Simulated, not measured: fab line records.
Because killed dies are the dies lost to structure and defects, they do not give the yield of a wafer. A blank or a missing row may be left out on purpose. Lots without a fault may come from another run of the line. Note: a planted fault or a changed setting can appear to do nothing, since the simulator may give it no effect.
Matching of chambers ; flow gf180mcu ; rie_diel-04 running GF_V3_ETCH_16: 4 sister chambers
The step etches BARC in N2/H2. 8 wafers are shown with their chamber, then 7 later ones without.

## EACH WAFER AND ITS CHAMBER
wafer;chamber;drypump_motor_current_A (A);rf_fwd_power_W (W)
L902.5;2;5.2;492.9
L910.4;3;5.8;491.8
L910.6;1;5.6;495.7
L912.6;1;5.6;497.4
L913.1;3;5.8;494.3
L913.5;0;4.9;492.3
L918.2;2;5.1;492.7
L918.4;0;4.9;491.3

## WAFERS WHOSE CHAMBER IS MISSING
wafer;drypump_motor_current_A (A);rf_fwd_power_W (W)
L918.6;5.8;494.1
L919.1;5.9;491.8
L919.2;5.1;491.6
L919.5;5.2;490.6
L920.1;5.6;495.9
L920.3;5.2;491.9
L920.6;5.8;489.4

## WHICH CHAMBER EACH WENT THROUGH
wafer;from the rows above;in truth
L918.6;3;3
L919.1;3;3
L919.2;2;2
L919.5;2;2
L920.1;1;1
L920.3;2;2
L920.6;3;3
Placed correctly: 7 of 7. Can't be placed from these rows: 0. Number placed wrongly: 0.
How it was worked out, from the rows above alone: a wafer's distance from a chamber is the root of the sum, over the readings, of the square of ((its reading less the chamber's mean) divided by the reading's scatter). If the next closest chamber is less than 2 further off than the closest, the wafer can't be placed; otherwise it belongs to the closest. For every chamber, the mean is computed from those of its wafers that are shown. The scatter: take each reading less its chamber's mean, square it, sum over the shown wafers, divide by the number of wafers less the number of chambers, and take the root.
